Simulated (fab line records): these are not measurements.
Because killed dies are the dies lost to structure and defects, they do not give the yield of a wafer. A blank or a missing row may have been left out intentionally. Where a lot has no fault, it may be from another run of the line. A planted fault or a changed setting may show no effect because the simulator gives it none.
Which tool was responsible? | flow sky130 | 24 lots with 72 wafers sampled at 6 steps, on a route of 708 steps

== WHAT EACH GAUGE READ, for each wafer ==
SKY_VT_ADJUST_LVTN_OVL_MEAS_18. Usual: for VT_ADJUST_LVTN_01_OVL the level is -0.5 nm and the standard deviation is 1.6.
lot  | measured     | on         | VT_ADJUST_LVTN_01_OVL (nm) | flag
L074 | day 7 14:05  | overlay-01 | 0.8 1.3 2.0                |
L075 | day 8 00:35  | overlay-01 | -0.9 -0.5 -1.7             |
L076 | day 8 06:47  | overlay-02 | 1.2 0.8 2.9                |
L077 | day 8 13:37  | overlay-01 | 1.3 0.2 1.2                |
L078 | day 8 20:36  | overlay-01 | -0.3 -1.0 -0.7             |
L079 | day 9 06:34  | overlay-02 | -0.4 -0.7 -0.3             |
L080 | day 9 08:10  | overlay-02 | -3.0 -0.5 -2.1             |
L081 | day 9 15:04  | overlay-02 | 1.1 0.2 -1.5               |
L082 | day 9 23:07  | overlay-02 | 1.0 0.8 1.8                |
L083 | day 10 07:59 | overlay-02 | -1.2 -0.1 -0.9             |
L084 | day 10 11:51 | overlay-02 | -2.6 -4.4 -1.9             |
L085 | day 10 17:57 | overlay-02 | 0.3 1.2 2.2                |
L086 | day 11 00:05 | overlay-01 | -0.6 -4.1 -1.1             |
L087 | day 11 07:02 | overlay-02 | 1.1 1.0 2.6                |
L088 | day 11 12:30 | overlay-02 | -1.5 0.1 -0.3              |
L089 | day 11 21:24 | overlay-02 | -0.7 -2.7 -3.8             |
L090 | day 12 09:31 | overlay-02 | 1.5 1.6 2.3                |
L091 | day 12 22:27 | overlay-01 | -1.8 -2.4 -1.8             |
L092 | day 12 23:35 | overlay-01 | 0.2 -0.4 -2.0              |
L093 | day 13 00:58 | overlay-02 | -2.9 -2.2 -1.6             |
L094 | day 13 07:37 | overlay-01 | -0.8 -2.4 -2.3             |
L095 | day 13 14:48 | overlay-02 | -0.6 -1.3 -0.2             |
L096 | day 13 22:39 | overlay-02 | -0.8 1.0 -1.5              |
L097 | day 14 04:08 | overlay-01 | 0.0 1.7 0.4                |

SKY_VIA3_OVL_MEAS_13. Usual: for VIA3_OVL the level is 2 nm and the standard deviation is 5.7.
lot  | measured     | on         | VIA3_OVL (nm) | flag
L074 | day 39 20:49 | overlay-01 | -2 3 3        |
L075 | day 39 23:56 | overlay-02 | -1 -2 7       |
L076 | day 40 03:55 | overlay-02 | -10 -10 -11   |
L077 | day 40 17:11 | overlay-01 | 0 5 12        |
L078 | day 40 22:59 | overlay-01 | -2 12 9       |
L079 | day 41 09:49 | overlay-01 | 4 2 12        |
L080 | day 41 10:59 | overlay-01 | 14 1 13       |
L081 | day 41 15:40 | overlay-01 | -3 4 2        |
L082 | day 42 01:05 | overlay-02 | 2 2 -1        |
L083 | day 42 08:29 | overlay-02 | -6 -1 9       |
L084 | day 42 16:52 | overlay-02 | 8 4 6         |
L085 | day 42 12:49 | overlay-01 | -2 -11 -1     |
L086 | day 42 22:17 | overlay-02 | 0 2 4         |
L087 | day 43 07:28 | overlay-01 | -5 -5 -4      |
L088 | day 43 07:49 | overlay-01 | -6 -8 -11     |
L089 | day 43 18:29 | overlay-01 | -4 -2 1       |
L090 | day 44 07:02 | overlay-02 | -2 8 1        |
L091 | day 44 20:49 | overlay-01 | 2 -4 5        |
L092 | day 44 22:40 | overlay-01 | 4 -1 4        |
L093 | day 44 22:05 | overlay-02 | 3 -1 5        |
L094 | day 45 02:34 | overlay-02 | 10 14 13      |
L095 | day 45 11:04 | overlay-01 | 4 5 3         |
L096 | day 45 19:28 | overlay-01 | 2 1 -4        |
L097 | day 45 22:59 | overlay-02 | 3 2 6         |

SKY_VIA4_BOW_MEAS_03. Usual: for VIA4_BOW the level is 81 um and the standard deviation is 8.2.
lot  | measured     | on            | VIA4_BOW (um) | flag
L074 | day 42 00:30 | film-metro-03 | 92 85 79      |
L075 | day 42 03:25 | film-metro-04 | 101 94 90     |
L076 | day 42 06:13 | film-metro-04 | 82 87 77      |
L077 | day 42 20:04 | film-metro-04 | 75 78 71      |
L078 | day 43 01:19 | film-metro-01 | 80 73 74      |
L079 | day 43 12:20 | film-metro-01 | 75 91 67      |
L080 | day 43 12:43 | film-metro-04 | 89 79 64      |
L081 | day 43 17:10 | film-metro-01 | 85 70 63      |
L082 | day 44 02:04 | film-metro-03 | 74 80 69      |
L083 | day 44 10:50 | film-metro-04 | 85 65 72      |
L084 | day 44 21:19 | film-metro-01 | 73 87 93      |
L085 | day 44 14:05 | film-metro-01 | 66 78 79      |
L086 | day 44 23:14 | film-metro-01 | 88 87 90      |
L087 | day 45 06:38 | film-metro-01 | 73 71 67      |
L088 | day 45 07:16 | film-metro-03 | 80 81 84      |
L089 | day 45 17:29 | film-metro-03 | 89 75 73      |
L090 | day 46 06:46 | film-metro-03 | 81 89 85      |
L091 | day 46 17:37 | film-metro-04 | 87 73 80      |
L092 | day 46 21:23 | film-metro-04 | 83 74 71      |
L093 | day 46 20:27 | film-metro-01 | 85 82 87      |
L094 | day 47 01:07 | film-metro-03 | 92 74 86      |
L095 | day 47 08:26 | film-metro-01 | 91 84 89      |
L096 | day 47 15:31 | film-metro-03 | 80 77 73      |
L097 | day 47 19:11 | film-metro-03 | 87 79 88      |

== TOOL THAT RAN EACH LOT (tool first, then ch and the chambers of the sampled wafers, then the start) ==
lot  | SKY_METAL3_STRIP_19                  | SKY_VIA3_CMP_24               | SKY_METAL4_DESCUM_15
L074 | plasma-asher-04 ch 0,1, day 38 17:50 | cmp-02 ch 0,2,3, day 39 21:58 | rie-metal-03 ch 0,1, day 41 23:02
L075 | plasma-asher-04 ch 0,1, day 38 22:13 | cmp-01 ch 0,2,3, day 40 01:05 | rie-metal-04 ch 0,1, day 42 01:57
L076 | plasma-asher-04 ch 0,1, day 38 23:13 | cmp-02 ch 0,1,3, day 40 05:01 | rie-metal-04 ch 0,1, day 42 04:44
L077 | plasma-asher-03 ch 0,1, day 39 15:13 | cmp-02 ch 0,2, day 40 18:32   | rie-metal-02 ch 0,1, day 42 18:34
L078 | plasma-asher-01 ch 0,1, day 39 21:27 | cmp-02 ch 1,2,3, day 41 00:10 | rie-metal-02 ch 0,1, day 42 23:49
L079 | plasma-asher-03 ch 0,1, day 40 07:27 | cmp-02 ch 0,1,3, day 41 10:55 | rie-metal-02 ch 0,1, day 43 10:48
L080 | plasma-asher-03 ch 0,1, day 40 09:10 | cmp-01 ch 2,3, day 41 12:04   | rie-metal-03 ch 0,1, day 43 11:10
L081 | plasma-asher-01 ch 0,1, day 40 14:01 | cmp-02 ch 2,3, day 41 16:46   | rie-metal-04 ch 0,1, day 43 15:39
L082 | plasma-asher-03 ch 0,1, day 40 23:58 | cmp-02 ch 2,3, day 42 02:11   | rie-metal-02 ch 0,1, day 44 00:31
L083 | plasma-asher-03 ch 0,1, day 41 07:43 | cmp-02 ch 0,1,3, day 42 09:43 | rie-metal-04 ch 0,1, day 44 09:15
L084 | plasma-asher-03 ch 0,1, day 41 16:08 | cmp-01 ch 0,1,2, day 42 18:03 | rie-metal-04 ch 0,1, day 44 19:52
L085 | plasma-asher-03 ch 0,1, day 41 12:06 | cmp-01 ch 0,1,3, day 42 13:57 | rie-metal-04 ch 0,1, day 44 12:35
L086 | plasma-asher-04 ch 0,1, day 41 21:35 | cmp-01 ch 2,3, day 42 23:24   | rie-metal-02 ch 0,1, day 44 21:34
L087 | plasma-asher-04 ch 0,1, day 42 07:44 | cmp-02 ch 0,2,3, day 43 08:34 | rie-metal-04 ch 0,1, day 45 05:11
L088 | plasma-asher-01 ch 0,1, day 42 08:05 | cmp-01 ch 0,2, day 43 09:02   | rie-metal-03 ch 0,1, day 45 05:48
L089 | plasma-asher-04 ch 0,1, day 42 19:01 | cmp-01 ch 2,3, day 43 20:03   | rie-metal-02 ch 0,1, day 45 16:02
L090 | plasma-asher-04 ch 0,1, day 43 07:52 | cmp-01 ch 1,3, day 44 08:14   | rie-metal-04 ch 1, day 46 03:44
L091 | plasma-asher-04 ch 0,1, day 43 20:34 | cmp-01 ch 0,1,3, day 44 21:55 | rie-metal-04 ch 0,1, day 46 16:01
L092 | plasma-asher-01 ch 0,1, day 43 23:34 | cmp-01 ch 0,2,3, day 44 23:49 | rie-metal-04 ch 0,1, day 46 19:50
L093 | plasma-asher-04 ch 0,1, day 43 23:18 | cmp-02 ch 0,1, day 44 23:12   | rie-metal-02 ch 0,1, day 46 18:55
L094 | plasma-asher-03 ch 0,1, day 44 02:53 | cmp-01 ch 1,2, day 45 03:42   | rie-metal-03 ch 0,1, day 46 23:37
L095 | plasma-asher-01 ch 0,1, day 44 11:50 | cmp-01 ch 2,3, day 45 12:10   | rie-metal-03 ch 0,1, day 47 06:59
L096 | plasma-asher-03 ch 0,1, day 44 20:55 | cmp-01 ch 1,2,3, day 45 20:37 | rie-metal-04 ch 0,1, day 47 14:04
L097 | plasma-asher-01 ch 0,1, day 45 00:55 | cmp-01 ch 0,1, day 46 00:04   | rie-metal-02 ch 0,1, day 47 17:40
- SKY_METAL3_STRIP_19: strips in O2/N2.
- SKY_VIA3_CMP_24: polishes, stops on SiO2, t overpolish 20 s, target thk 0 nm.
- SKY_METAL4_DESCUM_15: chemistry O2, time 8 s.

== AS READ BY THE TOOLS THEMSELVES (means over the sampled wafers that have a number; for cases with no such wafer, the mark the record gives instead) ==
SKY_METAL3_STRIP_19. Usual: drypump-motor-current-A 6.0 A, standard deviation 0.39; oes-product-au 0.505 a.u., standard deviation 0.0054; strip-time-to-endpoint-s 6.59 s, standard deviation 0.061.
lot  | tool            | drypump-motor-current-A (A) | oes-product-au (a.u.) | strip-time-to-endpoint-s (s) | flag
L074 | plasma-asher-04 | 6.0                         | 0.503                 | 6.55                         |
L075 | plasma-asher-04 | 6.2                         | 0.505                 | 6.58                         |
L076 | plasma-asher-04 | 6.2                         | 0.514                 | 6.73                         |
L077 | plasma-asher-03 | 6.3                         | 0.507                 | 6.64                         |
L078 | plasma-asher-01 | 5.8                         | 0.504                 | 6.53                         |
L079 | plasma-asher-03 | 6.3                         | 0.512                 | 6.63                         |
L080 | plasma-asher-03 | 6.2                         | 0.502                 | 6.62                         |
L081 | plasma-asher-01 | 5.4                         | 0.504                 | 6.57                         |
L082 | plasma-asher-03 | 6.2                         | 0.501                 | 6.62                         |
L083 | plasma-asher-03 | 6.2                         | 0.507                 | 6.52                         |
L084 | plasma-asher-03 | 6.4                         | 0.501                 | 6.56                         |
L085 | plasma-asher-03 | 6.4                         | 0.507                 | 6.59                         |
L086 | plasma-asher-04 | 6.2                         | 0.502                 | 6.57                         |
L087 | plasma-asher-04 | 6.0                         | 0.505                 | 6.61                         |
L088 | plasma-asher-01 | 5.4                         | 0.499                 | 6.56                         |
L089 | plasma-asher-04 | 6.0                         | 0.502                 | 6.54                         |
L090 | plasma-asher-04 | 6.2                         | 0.508                 | 6.61                         |
L091 | plasma-asher-04 | 6.0                         | 0.510                 | 6.62                         |
L092 | plasma-asher-01 | 5.4                         | 0.508                 | 6.58                         |
L093 | plasma-asher-04 | 6.0                         | 0.506                 | 6.54                         |
L094 | plasma-asher-03 | 6.2                         | 0.500                 | 6.55                         |
L095 | plasma-asher-01 | 5.8                         | 0.502                 | 6.54                         |
L096 | plasma-asher-03 | 6.2                         | 0.510                 | 6.66                         |
L097 | plasma-asher-01 | 5.7                         | 0.508                 | 6.59                         |

SKY_VIA3_CMP_24. Usual: motor-current-A 11.1 A, standard deviation 1.3; overpolish-run-s 20.001 s, standard deviation 0.0094; time-to-endpoint-s 94 s, standard deviation 3.9.
lot  | tool   | motor-current-A (A) | overpolish-run-s (s) | time-to-endpoint-s (s) | flag
L074 | cmp-02 | 10.9                | 19.996               | 96                     |
L075 | cmp-01 | 11.5                | 19.996               | 92                     |
L076 | cmp-02 | 11.7                | 19.997               | 96                     |
L077 | cmp-02 | 10.8                | 19.994               | 97                     |
L078 | cmp-02 | 10.9                | 20.004               | 96                     |
L079 | cmp-02 | 11.7                | 19.998               | 100                    |
L080 | cmp-01 | 11.8                | 20.005               | 88                     |
L081 | cmp-02 | 10.4                | 20.000               | 98                     |
L082 | cmp-02 | 10.6                | 20.009               | 95                     |
L083 | cmp-02 | 11.4                | 19.982               | 92                     |
L084 | cmp-01 | 10.5                | 20.006               | 88                     |
L085 | cmp-01 | 11.2                | 19.993               | 92                     |
L086 | cmp-01 | 12.2                | 20.002               | 98                     |
L087 | cmp-02 | 10.9                | 19.993               | 91                     |
L088 | cmp-01 | 11.0                | 20.004               | 94                     |
L089 | cmp-01 | 11.5                | 20.015               | 98                     |
L090 | cmp-01 | 11.7                | 20.016               | 97                     |
L091 | cmp-01 | 10.8                | 19.994               | 91                     |
L092 | cmp-01 | 11.7                | 20.005               | 95                     |
L093 | cmp-02 | 12.1                | 19.999               | 92                     |
L094 | cmp-01 | 10.5                | 20.007               | 96                     |
L095 | cmp-01 | 11.3                | 20.007               | 99                     |
L096 | cmp-01 | 10.9                | 19.995               | 93                     |
L097 | cmp-01 | 9.6                 | 19.998               | 95                     |

SKY_METAL4_DESCUM_15. Usual: drypump-motor-current-A 5.4 A, standard deviation 0.35; oes-product-au 0.996 a.u., standard deviation 0.0085; temp-c 40.00 C, standard deviation 0.11.
lot  | tool         | drypump-motor-current-A (A) | oes-product-au (a.u.) | temp-c (C) | flag
L074 | rie-metal-03 | 5.7                         | 0.997                 | 39.94      |
L075 | rie-metal-04 | 5.1                         | 0.985                 | 39.93      |
L076 | rie-metal-04 | 5.4                         | 0.981                 | 40.02      |
L077 | rie-metal-02 | 5.2                         | 1.000                 | 40.01      |
L078 | rie-metal-02 | 5.2                         | 1.004                 | 40.11      |
L079 | rie-metal-02 | 5.2                         | 0.998                 | 40.01      |
L080 | rie-metal-03 | 5.7                         | 0.983                 | 40.06      |
L081 | rie-metal-04 | 5.1                         | 0.995                 | 40.03      |
L082 | rie-metal-02 | 5.3                         | 1.003                 | 39.86      |
L083 | rie-metal-04 | 5.4                         | 0.992                 | 40.10      |
L084 | rie-metal-04 | 5.4                         | 0.996                 | 40.03      |
L085 | rie-metal-04 | 5.4                         | 0.999                 | 40.04      |
L086 | rie-metal-02 | 5.2                         | 0.997                 | 40.01      |
L087 | rie-metal-04 | 5.1                         | 0.988                 | 39.97      |
L088 | rie-metal-03 | 5.7                         | 0.993                 | 39.93      |
L089 | rie-metal-02 | 5.3                         | 1.006                 | 39.80      |
L090 | rie-metal-04 | 5.7                         | 0.996                 | 40.04      |
L091 | rie-metal-04 | 5.4                         | 0.993                 | 40.02      |
L092 | rie-metal-04 | 5.4                         | 0.997                 | 40.08      |
L093 | rie-metal-02 | 5.4                         | 1.006                 | 40.04      |
L094 | rie-metal-03 | 5.7                         | 0.996                 | 39.98      |
L095 | rie-metal-03 | 5.7                         | 0.995                 | 40.14      |
L096 | rie-metal-04 | 5.2                         | 0.999                 | 39.96      |
L097 | rie-metal-02 | 5.2                         | 1.005                 | 39.98      |

== THE ANSWER, worked out from the rows above alone ==
Rule: a lot is off if the mean of its wafers that have a number lies more than 3 standard deviations from the usual mean. A lot without any number at a reading at which 4 lots or more have one is off too. Any other lot the step has rows for is counted as sound. The gauges are gone through in route order, then the tools' own readings, and for those a lot's mean is taken as printed above. At the first step where some lot is off, the reading lying furthest off is the one used; lots without a number count as furthest.
Nothing can be told from this: no lot is off at any reading shown.

== WHAT THE SIMULATOR HAD PUT IN ==
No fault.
